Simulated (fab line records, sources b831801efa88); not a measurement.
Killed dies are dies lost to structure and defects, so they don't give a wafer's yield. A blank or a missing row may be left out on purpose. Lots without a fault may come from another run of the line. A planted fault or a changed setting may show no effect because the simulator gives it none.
fab line records | flow sky130
record lots=5 wafers=15 last_day=49
route steps=708 shown VIA2@525 METAL3@532 CAPM@537 PAD_OPEN@708
lots that met no fault: from a run of the same line without faults
start_h: hours from the record's first day to the start of the lot's first wafer shown | wait_h: hours since the lot's step before | " the same as in the row above | L1.1+2: a row that stands for several wafers | - no value, or no start given | * or withheld: withheld | < > ~ a bound
route shown NAME@n: a module of which the file shows steps, and the number in the route of the first | usual: mean/standard deviation of fault-free wafers | same: alike in all rows | chamber/n: place in a boat | sites: the reading at each site | _std_site: their standard deviation | _edge_site: outer sites' mean less inner sites' | radius_mm: how far each site lies from the wafer's centre | mask NAME#n: copy n | behind: the tool/chamber that last shaped the wafer | hold: why the lot was held/for how many hours/how that ended | device: the transistor (n, p or np) that didn't switch | end of line: the same wafers' tests at the end of the route | a step without rows: its recipe alone | killed: dies lost to structure and defects at the first sort, not the wafer's yield | map: a wafer's dies, x killed, . not, _ none there
set.NAME: the setting as run; set.NAME@STEP: as run at that earlier step | model.NAME: the simulator's own value behind a step, which no gauge read
lots at some steps of the route; a table a step, a row a wafer
services: from which hour (start_h, from the record's first day; less than 0 if before it) a tool's chamber was out of use, for how many hours, and why
## steps
# step SKY_VIA2_CLEAN_18
# recipe chemistry=IPA time_s=180 temp_c=25
# step SKY_VIA2_CLEAN_19
# recipe chemistry=O3/DIW dry=n2_spin
# step SKY_VIA2_SPUTTER_20
# recipe material=TiN target_thk_nm=20 chamber_pressure_pa=5 power_w=4000 time_s=80
# step SKY_VIA2_CVD_21
# recipe material=W target_thk_nm=420 time_s=126.4 temp_c=400 pressure_torr=40
# step SKY_VIA2_CMP_24
# recipe stop_on=SiO2 t_overpolish_s=20 down_force_psi=3.5 platen_rpm=60 target_thk_nm=0 pad_velocity_m_s=0.94248
# step SKY_METAL3_SPUTTER_00
# recipe material=Ti target_thk_nm=15 power_w=3000 time_s=10 chamber_pressure_pa=0.4
# step SKY_METAL3_SPUTTER_01
# recipe material=TiN target_thk_nm=20 power_w=6500 time_s=16.7 chamber_pressure_pa=0.4
# step SKY_METAL3_SPUTTER_02
# recipe material=AlCu target_thk_nm=735 power_w=10600 time_s=39.1 chamber_pressure_pa=0.4
# step SKY_METAL3_SPUTTER_03
# recipe material=Ti target_thk_nm=5 power_w=3000 time_s=3.3 chamber_pressure_pa=0.4
# step SKY_METAL3_SPUTTER_04
# recipe material=TiN target_thk_nm=70 power_w=6500 time_s=58.3 chamber_pressure_pa=0.4
# step SKY_CAPM_CVD_00
# recipe material=SiO2 target_thk_nm=15.5 temp_c=400 time_s=withheld rf_w=450
# usual heater_power_w=737/90
# columns lot.wafer tool chamber start_h wait_h heater_power_w model.SiO2_of_CAPM_CVD_00.thk_nm
L298.2 pecvd-02 1 916.54 0.0 658 15.35
L298.3 " 2 " " 895 15.42
L298.4 " 2 " " 895 15.62
L305.1 pecvd-02 0 951.99 0.0 591 9.674
L305.3 " 1 " " 605 15.16
L305.6 " 2 " " 900 15.54
L306.2 pecvd-02 0 958.84 0.0 586 9.828
L306.4 " 0 " " 598 10.02
L306.6 " 1 " " 697 15.64
L308.1 pecvd-02 0 968.45 0.0 645 9.679
L308.3 " 2 " " 891 15.37
L308.5 " 0 " " 636 10.04
L309.4 pecvd-03 2 984.86 0.0 652 15.62
L309.5 " 0 " " 888 15.54
L309.6 " 1 " " 676 15.43
# step SKY_CAPM_THK_MEAS_01
# recipe reads=SiO2_of_CAPM_CVD_00
# usual CAPM_CVD_00_THK=15.46/0.22
# columns lot.wafer tool chamber start_h wait_h CAPM_CVD_00_THK[nm]
L298.2 film_metro-04 - 916.57 - 15.33
L298.3 " - " " 15.40
L298.4 " - " " 15.68
L305.1 film_metro-02 - 952.01 - 9.71
L305.3 " - " " 15.17
L305.6 " - " " 15.53
L306.2 film_metro-02 - 958.87 - 9.76
L306.4 " - " " 10.04
L306.6 " - " " 15.64
L308.1 film_metro-04 - 968.47 - 9.73
L308.3 " - " " 15.38
L308.5 " - " " 10.08
L309.4 film_metro-02 - 984.90 - 15.62
L309.5 " - " " 15.48
L309.6 " - " " 15.49
# step SKY_CAPM_SPUTTER_02
# recipe material=TiN target_thk_nm=200 temp_c=300 power_w=6500 time_s=166.7 chamber_pressure_pa=0.4
# step SKY_CAPM_DEHYDRATE_05
# recipe temp_c=200 time_s=60
# step SKY_CAPM_HMDS_06
# recipe prime_time_s=60 prime_temp_c=120
# step SKY_CAPM_COAT_07
# recipe resist=NOVOLAK spin_rpm=3000 resist_thk_nm=1140
# step SKY_CAPM_SOFTBAKE_08
# recipe temp_c=90 time_s=60 resist=NOVOLAK
# step SKY_CAPM_EXPOSE_09
# recipe mask_id=CAPM na=0.6 source_shape=conventional sigma_outer=0.6 polarization=unpolarized target_cd_nm=1000 dose_mj=159
# step SKY_CAPM_PEB_10
# recipe temp_c=withheld time_s=* resist=NOVOLAK
# step SKY_CAPM_DEVELOP_11
# recipe resist=NOVOLAK developer=TMAH develop_time_s=60 dev_temp_c=23
# step SKY_CAPM_METAL_ETCH_13
# recipe target_depth_nm=220 stop_on=SiO2 chemistry=Cl2/BCl3 target=TiN pressure_mtorr=10 icp_w=900 bias_w=48.5 Cl2_flow_sccm=60 bcl3_flow_sccm=30 time_s=62.9
# step SKY_CAPM_STRIP_14
# recipe chemistry=O2/N2 power_w=1400 pressure_mtorr=1500 platen_temp_c=withheld o2_flow_sccm=3000 n2_flow_sccm=300 overash_fraction=0.5
# step SKY_CAPM_STRIP_15
# recipe chemistry=post_etch_residue_remover time_s=1200 temp_c=72.5
# step SKY_CAPM_CLEAN_16
# recipe chemistry=IPA time_s=180 temp_c=25
# step SKY_CAPM_CLEAN_17
# recipe chemistry=O3/DIW dry=n2_spin
# step SKY_METAL3_DEHYDRATE_05
# recipe temp_c=200 time_s=60
# step SKY_METAL3_HMDS_06
# recipe prime_time_s=60 prime_temp_c=120
# step SKY_METAL3_COAT_07
# recipe resist=BARC temp_c=withheld time_s=withheld spin_rpm=3000 resist_thk_nm=60
# step SKY_METAL3_COAT_08
# recipe resist=KrF-thick spin_rpm=3000 resist_thk_nm=1140
# step SKY_METAL3_SOFTBAKE_09
# recipe temp_c=100 time_s=90 resist=KrF-thick
# step SKY_METAL3_EXPOSE_10
# recipe mask_id=MM3 na=0.68 source_shape=annular sigma_inner=0.4 sigma_outer=0.8 target_cd_nm=300 dose_mj=28
# step SKY_METAL3_PEB_11
# recipe peb_temp_c=withheld peb_time_s=withheld resist=KrF-thick
# step SKY_METAL3_DEVELOP_12
# recipe develop_time_s=60 resist=KrF-thick dev_temp_c=21
# step SKY_METAL3_DESCUM_15
# recipe chemistry=O2 source_power_w=150 bias_power_w=0 pressure_mtorr=10 temp_c=40 time_s=8
# step SKY_METAL3_ETCH_16
# recipe chemistry=N2/H2 target=BARC ion_energy_ev=200 bias_w=100 pressure_mtorr=30 n2_flow_sccm=100 h2_flow_sccm=200 icp_w=500 stop_on=SiO2 time_s=88.2 target_depth_a=600
# step SKY_METAL3_ETCH_17
# recipe target=SiO2 stop_on=TiN chemistry=C4F8/O2/Ar source_w=1500 bias_w=1200 pressure_mtorr=40 c4f8_flow_sccm=withheld O2_flow_sccm=6 Ar_flow_sccm=300 time_s=3.9 target_depth_a=150
# usual oes_product_au=0.753/0.0073
# columns lot.wafer tool chamber start_h wait_h oes_product_au rf_hours_counter_h model.etch.depth_nm
L298.2 rie_diel-04 2 966.75 0.1 0.753 17 15.35
L298.3 " 1 " " 0.755 19 15.42
L298.4 " 0 " " 0.760 19 15.62
L305.1 rie_diel-04 0 1001.44 0.1 0.612 20 9.674
L305.3 " 2 " " 0.741 18 15.16
L305.6 " 2 " " 0.759 - 15.54
L306.2 rie_diel-01 2 1007.39 0.1 0.618 21 9.828
L306.4 " 0 " " 0.624 21 10.02
L306.6 " 0 " " 0.754 - 15.64
L308.1 rie_diel-03 2 1015.81 0.1 0.614 10 9.679
L308.3 " 0 " " 0.754 10 15.37
L308.5 " 2 " " 0.628 - 10.04
L309.4 rie_diel-03 2 1031.86 0.0 0.761 11 15.62
L309.5 " 3 " " 0.760 - 15.54
L309.6 " 2 " " 0.753 - 15.43
# step SKY_PAD_OPEN_PROBE_99
# usual defect_limited_yield=82.5/2 killed_at_M0_to_M3=44/7 killed_at_M4_up=3.0/1.7 killed_at_contacts=24/5.2 killed_at_front_end=15/4.8 killed_at_other=0.2/0.56 killed_dies=86/9.7 killed_open=47/7.1 killed_short=39/6.3
# same gross_dies=492 killed_at_back_side=0
# columns lot.wafer tool chamber start_h wait_h defect_limited_yield[%] killed_at_M0_to_M3 killed_at_M4_up killed_at_contacts killed_at_front_end killed_at_other killed_dies killed_open killed_short model.etest.tester.sort_n_pass model.etest.tester.sort_bin_5_pct model.etest.tester.sort_yield_pct model.etest.cap_mim.bv_v model.etest.cap_mim.leak_log10_a_cm2 model.etest.cap_mim.c_ff_um2 model.etest.tester.sort_bin_8_pct model.etest.tester.sort_bin_4_pct
L298.2 prober-01 - 1130.13 0.1 86.2 38 3 18 8 1 68 35 33 424 8.537 86.18 13.94 -8.889 2.368 0 0
L298.3 prober-01 - 1130.18 0.2 83.3 42 0 22 18 0 82 34 48 410 10.77 83.33 13.79 -8.991 2.333 0 0
L298.4 prober-01 - 1130.23 0.2 82.3 40 2 35 10 0 87 42 45 405 10.16 82.32 14.16 -9.009 2.322 0 0
L305.1 prober-01 - 1159.54 0.1 83.1 34 6 22 21 0 83 51 31 0 91.46 0 8.696 -6.508 3.748 5.817e-14 2.889e-12
L305.3 prober-01 - 1159.64 0.2 79.7 49 1 28 22 0 100 55 45 392 12.6 79.67 14 -9.016 2.421 0 0
L305.6 prober-01 - 1159.79 0.2 80.9 51 7 23 12 1 94 48 46 398 12.2 80.89 14.22 -9.093 2.344 0 0
L306.2 prober-02 - 1163.87 0.1 80.9 38 5 27 24 0 94 53 41 0 91.87 0 8.83 -6.694 3.688 1.588e-13 1.527e-13
L306.4 prober-02 - 1163.97 0.2 83.1 43 5 17 18 0 83 44 39 0 92.07 0 8.964 -6.846 3.601 2.885e-13 9.229e-15
L306.6 prober-02 - 1164.07 0.2 78.7 54 1 28 22 0 105 63 42 387 14.02 78.66 14.01 -9.037 2.317 0 0
L308.1 prober-01 - 1170.69 0.1 84.8 39 5 21 10 0 75 43 32 0 94.11 0 8.83 -6.33 3.73 6.54e-17 1.6e-13
L308.3 prober-01 - 1170.79 0.2 84.1 44 3 16 15 0 78 40 38 414 9.756 84.15 14.21 -8.837 2.363 0 0
L308.5 prober-01 - 1170.89 0.2 84.6 40 2 23 11 0 76 36 39 0 93.7 0 9.229 -6.836 3.612 8.796e-12 0
L309.4 prober-02 - 1182.81 0.2 82.3 44 4 26 13 0 87 45 42 405 11.99 82.32 14.04 -9.011 2.315 0 0
L309.5 prober-02 - 1182.86 0.2 84.1 36 5 23 14 0 78 36 42 414 11.59 84.15 13.85 -9.138 2.35 0 0
L309.6 prober-02 - 1182.91 0.2 83.1 43 3 25 12 0 83 47 35 409 10.37 83.13 13.91 -9.01 2.36 0 0
# killed by level:class
L298.2 CONTACT:geometric_particle:open=7 CONTACT:geometric_particle:short=7 VIA1:geometric_particle:open=7 VIA2:geometric_particle:open=7 METAL1:geometric_particle:short=6 METAL3:geometric_particle:short=5 VIA1:geometric_particle:short=4 VIA3:geometric_particle:open=4
L298.3 VIA1:geometric_particle:short=10 FIELD_ISO:geometric_particle:short=6 VIA1:geometric_particle:open=6 VIA3:geometric_particle:open=6 VIA2:geometric_particle:open=6 LI_CONTACT:geometric_particle:open=5 CONTACT:geometric_particle:open=5 VIA2:geometric_particle:short=5
L298.4 LI_CONTACT:geometric_particle:open=12 CONTACT:geometric_particle:open=9 METAL1:geometric_particle:short=6 VIA1:geometric_particle:short=6 VIA1:geometric_particle:open=6 LOCAL_INTERCONNECT:geometric_particle:short=5 METAL2:geometric_particle:short=5 LI_CONTACT:geometric_particle:short=4
L305.1 CONTACT:geometric_particle:open=8 POLY_GATE:geometric_particle:open=7 LI_CONTACT:geometric_particle:open=6 VIA1:geometric_particle:short=6 VIA1:geometric_particle:open=6 FIELD_ISO:geometric_particle:open=5 VIA3:geometric_particle:open=5 VIA2:geometric_particle:open=5
L305.3 VIA1:geometric_particle:open=12 LI_CONTACT:geometric_particle:open=10 CONTACT:geometric_particle:open=8 POLY_GATE:geometric_particle:short=8 VIA1:geometric_particle:short=8 FIELD_ISO:geometric_particle:open=7 POLY_GATE:geometric_particle:open=6 VIA2:geometric_particle:open=6
L305.6 VIA1:geometric_particle:open=10 LI_CONTACT:geometric_particle:open=9 METAL4:geometric_particle:short=7 VIA3:geometric_particle:open=7 VIA2:geometric_particle:open=7 CONTACT:geometric_particle:open=7 FIELD_ISO:geometric_particle:short=6 METAL1:geometric_particle:short=6
L306.2 VIA1:geometric_particle:open=11 CONTACT:geometric_particle:open=10 LOCAL_INTERCONNECT:geometric_particle:short=6 VIA3:geometric_particle:open=6 FIELD_ISO:geometric_particle:open=5 METAL2:geometric_particle:short=5 LI_CONTACT:geometric_particle:open=5 POLY_GATE:geometric_particle:open=4
L306.4 VIA1:geometric_particle:open=8 FIELD_ISO:geometric_particle:open=6 CONTACT:geometric_particle:short=6 LI_CONTACT:geometric_particle:open=6 VIA3:geometric_particle:open=6 FIELD_ISO:geometric_particle:short=5 METAL1:geometric_particle:short=5 VIA1:geometric_particle:short=5
L306.6 VIA1:geometric_particle:open=21 LI_CONTACT:geometric_particle:open=12 METAL1:geometric_particle:short=10 CONTACT:geometric_particle:open=9 POLY_GATE:geometric_particle:short=7 VIA1:geometric_particle:short=6 FIELD_ISO:geometric_particle:short=5 FIELD_ISO:geometric_particle:open=4
L308.1 VIA1:geometric_particle:open=8 LI_CONTACT:geometric_particle:open=7 VIA2:geometric_particle:open=6 FIELD_ISO:geometric_particle:open=4 LOCAL_INTERCONNECT:geometric_particle:short=4 CONTACT:geometric_particle:short=4 METAL2:geometric_particle:short=4 METAL2:geometric_particle:open=4
L308.3 CONTACT:geometric_particle:open=8 VIA2:geometric_particle:open=7 VIA1:geometric_particle:open=6 POLY_GATE:geometric_particle:short=5 METAL1:geometric_particle:short=5 VIA1:geometric_particle:short=5 METAL2:geometric_particle:short=5 VIA3:geometric_particle:open=5
L308.5 VIA2:geometric_particle:open=9 CONTACT:geometric_particle:open=8 LI_CONTACT:geometric_particle:open=6 METAL1:geometric_particle:short=6 POLY_GATE:geometric_particle:short=4 LOCAL_INTERCONNECT:geometric_particle:short=4 METAL3:geometric_particle:short=4 METAL2:geometric_particle:short=4
L309.4 VIA1:geometric_particle:open=13 LI_CONTACT:geometric_particle:open=7 CONTACT:geometric_particle:open=7 METAL1:geometric_particle:short=7 LOCAL_INTERCONNECT:geometric_particle:short=5 VIA2:geometric_particle:open=5 FIELD_ISO:geometric_particle:short=4 FIELD_ISO:geometric_particle:open=4
L309.5 LOCAL_INTERCONNECT:geometric_particle:short=8 VIA3:geometric_particle:open=8 VIA1:geometric_particle:open=7 VIA1:geometric_particle:short=6 FIELD_ISO:geometric_particle:short=5 METAL3:geometric_particle:short=5 LI_CONTACT:geometric_particle:open=5 METAL4:geometric_particle:short=5
L309.6 VIA1:geometric_particle:open=11 LI_CONTACT:geometric_particle:open=9 VIA1:geometric_particle:short=7 VIA3:geometric_particle:open=7 CONTACT:geometric_particle:open=6 LOCAL_INTERCONNECT:geometric_particle:short=5 VIA2:geometric_particle:open=4 VIA3:geometric_particle:short=4
## services
# columns tool chamber start_h hours kind
rie_diel-03 - 898.13 2.8 pm
rie_diel-04 1 903.32 11.7 repair
pecvd-02 1 916.90 5.0 scheduled_down
pecvd-02 0 927.53 5.5 scheduled_down
pecvd-03 2 931.00 2.1 scheduled_down
rie_diel-04 - 939.67 0.3 repair
rie_diel-04 2 941.71 13.9 repair
rie_diel-01 2 943.47 7.2 repair
pecvd-02 0 980.74 5.5 scheduled_down
rie_diel-01 3 1018.48 4.0 repair
rie_diel-04 3 1030.07 - clean
rie_diel-04 3 1030.07 36.6 scheduled_down
rie_diel-04 3 1030.07 36.6 vent_cycle
## key
first_sign step=SKY_CAPM_THK_MEAS_01 reading=CAPM_CVD_00_THK direction=down sigmas=26 usual=15.46 struck=9.86
effect step=SKY_METAL3_ETCH_17 reading=oes_product_au direction=down sigmas=18 usual=0.753 struck=0.619
model_effect step=SKY_CAPM_CVD_00 value=SiO2_of_CAPM_CVD_00.thk_nm without=15.49 struck=9.849
model_effect step=SKY_METAL3_ETCH_17 value=etch.depth_nm without=15.49 struck=9.849
model_effect step=SKY_PAD_OPEN_PROBE_99 value=etest.tester.sort_n_pass without=409.8 struck=0
met_at SKY_CAPM_CVD_00
struck_wafers L305.1,L306.2,L306.4,L308.1,L308.5
fault kind=process_parameter_drift tool=pecvd-02 chamber=0 onset_h=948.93 steps=SKY_CAPM_CVD_00 channel=time_s offset=withheld shape=step end_h=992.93 acts_in=*
